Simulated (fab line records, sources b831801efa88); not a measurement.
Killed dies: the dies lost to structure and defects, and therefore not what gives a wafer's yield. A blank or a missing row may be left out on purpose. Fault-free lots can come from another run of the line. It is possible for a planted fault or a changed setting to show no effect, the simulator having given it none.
Matching of chambers | flow sky130 | SKY_CAPM_CVD_00 on pecvd-03 has 3 sister chambers
The step deposits SiO2, target thk 15.5 nm. 3 wafers are shown with their chamber, then 8 later ones without.

== WAFERS PAIRED WITH THEIR CHAMBERS ==
wafer  | chamber | heaterPowerW (W)
L215.5 | 0       | 670
L223.5 | 1       | 769
L226.2 | 2       | 700

== WAFERS MISSING THEIR CHAMBER ==
wafer  | heaterPowerW (W)
L226.3 | 752
L226.6 | 637
L230.1 | 669
L230.3 | 714
L230.6 | 709
L234.4 | 638
L234.5 | 640
L234.6 | 672

== WHICH CHAMBER EACH WENT THROUGH ==
wafer  | from the rows above          | in truth
L226.3 | can't be placed: 1 or 2      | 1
L226.6 | can't be placed: 0 or 2      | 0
L230.1 | can't be placed: 0 or 2      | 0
L230.3 | can't be placed: 2 or 0 or 1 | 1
L230.6 | can't be placed: 2 or 0      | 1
L234.4 | can't be placed: 0 or 2      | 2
L234.5 | can't be placed: 0 or 2      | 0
L234.6 | can't be placed: 0 or 2      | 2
Correct placement for 0 of the 8. From these rows, 8 cannot be placed; in 7 the true chamber is one of the candidates. Number placed wrongly: 0.
How it was worked out, from the rows above alone: a wafer's distance from a chamber is the root of the sum, over the readings, of the square of ((its reading less the chamber's mean) divided by the reading's scatter). The wafer belongs to the nearest chamber; if the next one is less than 2 further off, it can't be placed. A chamber's mean is the mean of its shown wafers. The scatter: with one shown wafer a chamber, the root of the mean of the squares of how far each hidden wafer lies from its nearest shown one.
